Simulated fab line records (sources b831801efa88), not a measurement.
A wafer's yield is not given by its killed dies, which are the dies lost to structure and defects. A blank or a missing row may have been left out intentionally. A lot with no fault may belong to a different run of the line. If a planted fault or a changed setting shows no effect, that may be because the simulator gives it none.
A lot that was struck, set against a sound lot -- flow sky130 -- 16 out of 708 route steps
Sound: the wafers L715.3, L715.5, L715.6. Wafers struck: L724.4, L724.6. Last of all comes the cause.
At each step with rows: each side's tool, then ch and its chambers, then its first start. Under that, the readings that differ: sound wafers -- struck wafers -- difference of the means -- sigmas: that difference in standard deviations of wafers without a fault.
alike: same words and numbers on both sides, and readings whose means sit less than 2 such deviations apart. not compared: any withheld reading, any reading some wafer has no value for, any bound like >300 that may hide the same value, and any number with overlapping values for which the record gives no deviation.
A row with sigmas, a row that says differs or no value, or rows on one side alone: a step with any of these is where the two part. Numbers that have no deviation but don't overlap get no sigmas and don't part them. Lack of a reading on every wafer of one side parts them only where that side has two or more wafers.

first, 3 steps without rows for these wafers: SKY_LI_CONTACT_EXPOSE_09 (exposes mask LICM1, target cd 170 nm); SKY_LI_CONTACT_PEB_10; SKY_LI_CONTACT_DEVELOP_11 (develop time 60 s).
SKY_LI_CONTACT_CD_MEAS_12: target cd 170 nm.
  sound: cd sem-02 at day 34 03:26; struck: cd sem-01 at day 34 17:37
  alike: cd nm
SKY_LI_CONTACT_OVL_MEAS_13:
  sound: overlay-01 at day 34 03:32; struck: overlay-01 at day 34 17:41
  alike: LI_CONTACT_OVL
SKY_LI_CONTACT_ETCH_14: etches BARC in N2/H2, stops on SiO2, time 45.9 s, target depth 60 nm.
  sound on rie diel-03 ch 0,1, day 34 03:34; struck on rie diel-04 ch 1,3, day 34 17:43
  alike: drypump motor current A, oes product au, throttle valve pct
  not compared: rf hours counter h
SKY_LI_CONTACT_ETCH_15: etches PSG in C4F8/O2/Ar, stops on Si, target depth 600 nm.
  sound on rie diel-03 ch 0,1, day 34 03:36; struck on rie diel-04 ch 1,3, day 34 17:45
  alike: oes product au
SKY_LI_CONTACT_STRIP_16: strips in O2/N2.
  sound on plasma asher-01 ch 0,1, day 34 03:43; struck on plasma asher-02 ch 0, day 34 17:52
  alike: drypump motor current A, oes product au, strip time to endpoint s
  not compared: rf hours counter h
then, 2 steps without rows for these wafers: SKY_LI_CONTACT_CLEAN_17 (cleans in NMP, time 600 s); SKY_LI_CONTACT_PRE_CLEAN_18 (time 5.6 s).
SKY_LI_CONTACT_SPUTTER_19: material Ti, target thk 20 nm, time 106.37 s.
  sound: pvd sputter-02 at day 34 03:59; struck: pvd sputter-03 at day 34 18:08
  alike: throttle valve pct
SKY_LI_CONTACT_SPUTTER_20: material TiN, target thk 20 nm, time 80 s.
  sound: pvd sputter-02 at day 34 04:03; struck: pvd sputter-03 at day 34 18:13
  alike: throttle valve pct
SKY_LI_CONTACT_CVD_21: deposits W, target thk 400 nm, time 120.56 s.
  sound on cvd w-01 ch 0,1, day 34 04:10; struck on cvd w-02 ch 0,1, day 34 18:19
reading,sound,struck,difference,sigmas
model.W_of_LI_CONTACT_CVD_21.thk nm (nm),401.5 404.1 400.6,431.7 422.5,+25.0,
  alike: heater power outer w, heater power w
SKY_LI_CONTACT_RS_MEAS_22: measures by four-point-probe.
  sound: film metro-04 at day 34 04:17; struck: film metro-03 at day 34 18:28
reading,sound,struck,difference,sigmas
LI_CONTACT_W_RS (ohm/sq),0.284 0.282 0.285,0.264 0.270,-0.017,-4
SKY_LI_CONTACT_THK_MEAS_23: measures by xrf.
  sound: film metro-04 at day 34 04:23; struck: film metro-03 at day 34 18:34
reading,sound,struck,difference,sigmas
LI_CONTACT_W_THK (nm),394 394 394,416 405,+16,+2
SKY_PAD_OPEN_PROBE_99:
  sound wafers here have rows in the record (prober-02, day 49 13:18); struck ones have none

== WHERE THEY PART ==
Last at SKY_PAD_OPEN_PROBE_99 as far as this record goes, first at SKY_LI_CONTACT_RS_MEAS_22.

WHY: what the simulator had put in
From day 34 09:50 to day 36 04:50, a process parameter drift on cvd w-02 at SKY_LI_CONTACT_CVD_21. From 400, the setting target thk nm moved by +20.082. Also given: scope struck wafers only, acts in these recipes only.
